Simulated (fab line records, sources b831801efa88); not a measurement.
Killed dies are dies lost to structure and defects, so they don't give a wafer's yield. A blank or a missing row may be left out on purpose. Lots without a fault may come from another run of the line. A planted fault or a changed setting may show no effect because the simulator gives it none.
Problem report in the 8D (eight disciplines) form, filled by code | flow gf180mcu | the parts of the form that need people (team, actions taken, sign-off) are left out

1. THE PROBLEM
strip_time_to_endpoint_s at GF_NWELL_STRIP_10 reads a mean of 36.30 s on 6 wafers of 2 lots; wafers without a fault read 36.97 s with a standard deviation of 0.083. That is -8.1 standard deviations from the usual mean.
The step: strips in O2/N2.
First seen on wafer L168.2, day 7 11:35, on plasma_asher-02. The record holds 36 wafers of 12 lots with a number at this step. Rule for "out", or "out of limits": more than 4 standard deviations from the usual mean. The other wafers with a number count as sound.

2. WHAT IT IS AND WHAT IT IS NOT
question                    | is                               | is not
which readings at this step | strip_time_to_endpoint_s         | chamber_pressure_mTorr, drypump_motor_current_A, heater_power_w, oes_product_au
which lots                  | L168, L170                       | L150, L152, L153, L155, L158, L159, L161, L164, L167, L173
which wafers of those lots  | all that have a number           | -
read on which tools         | plasma_asher-02, plasma_asher-04 | plasma_asher-03
when                        | from day 7 11:35                 | up to then (27 sound wafers); but 3 sound wafers of L173 came after

3. SUSPECTS, AND WHAT RULES EACH OUT
Counting: a tool at a process step up to the reading stays a suspect if it ran every lot that is out and no sound lot after the first of them.
- litho_track-04 at GF_NWELL_COAT_02 (resist thk 3000 nm): kept. It ran every lot that is out, first L168 (day 7 03:09), and no sound lot after that; its last sound lot up to then is L159 (day 5 06:40).
Left after counting: litho_track-04 at GF_NWELL_COAT_02.

4. THE CAUSE (what the simulator had put in)
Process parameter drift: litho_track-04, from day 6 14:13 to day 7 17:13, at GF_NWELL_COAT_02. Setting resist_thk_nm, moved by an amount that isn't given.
Counting left only this tool.

5. THE CHAIN OF EFFECTS, in route order
Each row: a reading whose mean over the struck wafers that have a number lies more than 3 standard deviations from the usual. Only readings for which the record gives a usual standard deviation are gone through. hours: the time from each lot's start at the first step in this table that gives one to its start at this step, as a median over the lots. sigmas: the change in usual standard deviations.
hours | step              | reading                  | usual   | on struck wafers | change | sigmas
0     | GF_NWELL_STRIP_10 | strip_time_to_endpoint_s | 36.97 s | 36.30            | -0.67  | -8.1
The process steps in it:
- GF_NWELL_STRIP_10: strips in O2/N2.
Later measuring or inspecting steps at which every struck wafer that the step has a row for has a number for every such reading, and none has moved that far: GF_VT_IMPLANT_TW_MEAS_10, GF_VT_IMPLANT_RS_MEAS_48.

6. WHAT WOULD HAVE CAUGHT IT SOONER
In this record the first reading out of limits was taken at day 7 11:35, 21 hours after the fault began at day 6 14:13.
Of the tool readings at GF_NWELL_COAT_02 for which the record gives a usual standard deviation, none was out on any struck wafer, so an alarm limit of 4 standard deviations on them would not have fired.
Of the lots that are out (2), L170 began GF_NWELL_COAT_02 on litho_track-04 after day 7 11:35. A hold on the tool at that time would have spared it.
